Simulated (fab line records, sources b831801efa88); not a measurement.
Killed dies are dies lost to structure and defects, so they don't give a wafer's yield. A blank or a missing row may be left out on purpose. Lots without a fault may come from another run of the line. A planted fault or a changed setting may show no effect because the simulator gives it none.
Problem report in the 8D (eight disciplines) form, filled by code | flow sky130 | the parts of the form that need people (team, actions taken, sign-off) are left out

1. THE PROBLEM
killed_at_M0_to_M3 at SKY_PAD_OPEN_PROBE_99 reads a mean of 88 on 9 wafers of 3 lots; wafers without a fault read 43 with a standard deviation of 7.8. That is +5.8 standard deviations from the usual mean.
First seen on wafer L372.3, day 49 16:42, on prober-02. The record holds 36 wafers of 12 lots with a number at this step. Rule for "out", or "out of limits": more than 4 standard deviations from the usual mean. The other wafers with a number count as sound.

2. WHAT IT IS AND WHAT IT IS NOT
question                    | is                     | is not
which readings at this step | killed_at_M0_to_M3     | killed_at_other
which lots                  | L372, L374, L376       | L359, L360, L364, L366, L367, L369, L371, L377, L381
which wafers of those lots  | all that have a number | -
read on which tools         | prober-02              | prober-01
when                        | from day 49 16:42      | up to then (21 sound wafers); but 6 sound wafers of L377, L381 came after

3. SUSPECTS, AND WHAT RULES EACH OUT
Counting: a tool at a process step up to the reading stays a suspect if it ran every lot that is out and no sound lot after the first of them.
- rie_diel-04 at SKY_VIA1_ETCH_14 (etches BARC in N2/H2, stops on SiO2, time 45.9 s, target depth 60 nm): kept. It ran every lot that is out, first L372 (day 38 23:02), and no sound lot after that; its last sound lot up to then is L371 (day 38 14:32).
- prober-02 at SKY_PAD_OPEN_PROBE_99: kept. It ran every lot that is out, first L372 (day 49 16:42), and no sound lot after that; its last sound lot up to then is L366 (day 48 04:06). Its own readings are out on those wafers: killed_at_M0_to_M3.
Left after counting: rie_diel-04 at SKY_VIA1_ETCH_14, prober-02 at SKY_PAD_OPEN_PROBE_99.

4. THE CAUSE (what the simulator had put in)
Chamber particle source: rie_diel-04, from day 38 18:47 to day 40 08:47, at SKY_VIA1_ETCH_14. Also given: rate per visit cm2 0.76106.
Counting left 2 suspects, and this tool is among them.

5. THE CHAIN OF EFFECTS, in route order
Each row: a reading whose mean over the struck wafers that have a number lies more than 3 standard deviations from the usual. Only readings for which the record gives a usual standard deviation are gone through. hours: the time from each lot's start at the first step in this table that gives one to its start at this step, as a median over the lots. sigmas: the change in usual standard deviations.
hours | step                  | reading              | usual  | on struck wafers | change | sigmas
0     | SKY_PAD_OPEN_PROBE_99 | defect_limited_yield | 82.8 % | 75.0             | -7.8   | -3.9
0     | SKY_PAD_OPEN_PROBE_99 | killed_at_M0_to_M3   | 43     | 88               | +45    | +5.8
0     | SKY_PAD_OPEN_PROBE_99 | killed_dies          | 84     | 123              | +39    | +4.0
0     | SKY_PAD_OPEN_PROBE_99 | sort_bin_3_pad_short | 0.8 %  | 2.7              | +1.9   | +4.4
0     | SKY_PAD_OPEN_PROBE_99 | sort_bin_5_function  | 10.1 % | 15.9             | +5.8   | +4.2
0     | SKY_PAD_OPEN_PROBE_99 | sort_n_pass          | 408    | 369              | -39    | -4.0
0     | SKY_PAD_OPEN_PROBE_99 | sort_yield_pct       | 82.8 % | 75.0             | -7.8   | -3.9
The process steps in it:
- SKY_PAD_OPEN_PROBE_99

6. WHAT WOULD HAVE CAUGHT IT SOONER
In this record the first reading out of limits was taken at day 49 16:42, 262 hours after the fault began at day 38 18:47.
Of the tool readings at SKY_VIA1_ETCH_14 for which the record gives a usual standard deviation, none was out on any struck wafer, so an alarm limit of 4 standard deviations on them would not have fired.
All the lots that are out (3) had begun SKY_VIA1_ETCH_14 on rie_diel-04 by day 49 16:42. A hold on the tool at that time would have spared none of them.
